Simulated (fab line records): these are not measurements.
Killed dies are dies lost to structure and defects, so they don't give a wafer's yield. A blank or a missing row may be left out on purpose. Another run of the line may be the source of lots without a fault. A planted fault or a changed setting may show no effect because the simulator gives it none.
Struck lot and sound lot, side by side -- flow sky130 -- 21 out of 708 route steps
Sound: the wafers L807.4, L807.5, L807.6. Wafers struck: L810.3, L810.4, L810.6. At the end, the cause is stated.
Per side, at each step with rows, come the tool, then ch with its chambers, and then its first start. Under that, the readings that differ: sound wafers -- struck wafers -- difference of the means -- sigmas: that difference in standard deviations of wafers without a fault.
alike: words and numbers the same on both sides, and readings whose means are apart by under 2 such deviations; not compared: readings that were withheld, readings missing a value for some wafer, numbers with overlapping values and no deviation given by the record, and bounds like >300 which may hide the same value.
Wherever a step has rows on one side only, a row that says differs or no value, or a row with sigmas, the two part there. Numbers that don't overlap but have no deviation are shown without sigmas and don't part them. A reading that every wafer of one side lacks parts them only if that side has two wafers or more.

first, 3 steps without rows for these wafers: SKY_VT_ADJUST_HVTP_EXPOSE_04 (exposes mask HVTPM, target cd 380 nm); SKY_VT_ADJUST_HVTP_PEB_05; SKY_VT_ADJUST_HVTP_DEVELOP_06 (develop time 60 s).
SKY_VT_ADJUST_HVTP_CD_MEAS_07: the cd target is 380 nm.
  sound on cdSem-01, day 7 20:40; struck on cdSem-01, day 8 15:11
  alike: cdNm
SKY_VT_ADJUST_HVTP_OVL_MEAS_08:
  sound on overlay-01, day 7 20:45; struck on overlay-02, day 8 15:16
  alike: VT_ADJUST_HVTP_OVL
next, for these wafers, 1 step has no rows: SKY_VT_ADJUST_HVTP_IMPLANT_09.
SKY_VT_ADJUST_HVTP_STRIP_10: strips in O2/N2.
  sound on plasmaAsher-03 ch 0,1, day 7 20:57; struck on plasmaAsher-03 ch 0,1, day 8 15:29
  alike: drypumpMotorCurrentA, o2FlowSccm, oesProductAu, stripTimeToEndpointS
  not compared: rfHoursCounterH
SKY_VT_ADJUST_HVTP_TW_MEAS_11:
  sound on filmMetro-01, day 7 21:03; struck on filmMetro-01, day 8 15:34
  alike: VT_ADJUST_HVTP_TW
then, 4 steps without rows for these wafers: SKY_VT_ADJUST_LVTN_DEHYDRATE_00 (time 60 s); SKY_VT_ADJUST_LVTN_HMDS_01 (prime time 60 s); SKY_VT_ADJUST_LVTN_COAT_02 (resist thk 3000 nm); SKY_VT_ADJUST_LVTN_SOFTBAKE_03.
SKY_VT_ADJUST_LVTN_EXPOSE_04: exposes mask NWM COMPLEMENT LESS NATIVE, target cd 840 nm.
  sound on ilineStepper-01 ch 0, day 8 07:44; struck on ilineStepper-02 ch 0, day 9 02:18
reading,sound,struck,difference,sigmas
mask,NWM_COMPLEMENT_LESS_NATIVE#0 NWM_COMPLEMENT_LESS_NATIVE#0 NWM_COMPLEMENT_LESS_NATIVE#0,HVTPM#0 HVTPM#0 HVTPM#0,differs,
  alike: stageVelMmS
then, 2 steps without rows for these wafers: SKY_VT_ADJUST_LVTN_PEB_05; SKY_VT_ADJUST_LVTN_DEVELOP_06 (develop time 60 s).
SKY_VT_ADJUST_LVTN_OVL_MEAS_07:
  sound on overlay-02, day 8 17:05; struck on overlay-02, day 9 12:34
reading,sound,struck,difference,sigmas
VT_ADJUST_LVTN_OVL (nm),-2.4 -1.2 -2.2,- - -,no value on the struck wafers,
next, for these wafers, 1 step has no rows: SKY_VT_ADJUST_LVTN_IMPLANT_08.
SKY_VT_ADJUST_LVTN_STRIP_09: strips in O2/N2.
  sound on plasmaAsher-03 ch 0,1, day 8 17:17; struck on plasmaAsher-03 ch 0,1, day 9 12:47
  alike: drypumpMotorCurrentA, o2FlowSccm, oesProductAu, stripTimeToEndpointS
  not compared: rfHoursCounterH
SKY_VT_ADJUST_LVTN_TW_MEAS_10:
  sound on filmMetro-01, day 8 17:23; struck on filmMetro-03, day 9 12:52
reading,sound,struck,difference,sigmas
VT_ADJUST_LVTN_TW,243.6 243.4 242.3,30.1 30.1 30.3,-212.9,-99 or more
then, 1 step without rows for these wafers: SKY_VT_ADJUST_LVTN_DEHYDRATE_11 (time 60 s).
-- a jump in the record: the struck wafers' starts before and after are 39 days apart (it breaks off in module VT_ADJUST_LVTN and resumes in module PAD_OPEN, where the first step shown is number 708 of the route) --
SKY_PAD_OPEN_PROBE_99:
  sound on prober-01, day 47 15:36; struck on prober-01, day 48 05:31
reading,sound,struck,difference,sigmas
killedAtFrontEnd,14 13 15,430 420 420,+409,+91
killedDies,77 81 80,492 492 492,+413,+43
killedOnRim,13 16 18,96 96 96,+80,+21
model.etest.tipP.rsOhmSq,6865 6821 6870,6463 6444 6468,-394,
model.etest.pfet_01v8.rOnOhmUm,2941 2906 2960,2664 2710 2704,-243,
model.etest.nfet_01v8_lvt.driveUaUm,556.2 579.1 552.5,615.2 601.5 611.3,+46.7,
model.etest.nfet_01v8_turned.driveUaUm,488.4 505.4 487.9,538.2 515.9 523.9,+32.1,
model.etest.nfet_01v8.driveUaUm,486.6 501.1 486.5,539 515.2 524,+35,
model.etest.nfet_01v8_swapped.driveUaUm,490.4 507 485.4,539.2 522.8 521.5,+33.6,
model.etest.pfet_01v8.driveUaUm,190.7 194.9 189.3,222 218.4 220.8,+29,
model.etest.pfet_01v8_mvt.driveUaUm,150.1 154.5 151,180.2 176.7 180.6,+27.3,
  alike: killed_at_M0_to_M3, killed_at_M4_up, killedAtContacts, killedAtOther, killedOpen, killedShort

WHERE THEY PART
Last at SKY_PAD_OPEN_PROBE_99 as far as this record goes, first at SKY_VT_ADJUST_LVTN_EXPOSE_04.

WHY: what the simulator had put in
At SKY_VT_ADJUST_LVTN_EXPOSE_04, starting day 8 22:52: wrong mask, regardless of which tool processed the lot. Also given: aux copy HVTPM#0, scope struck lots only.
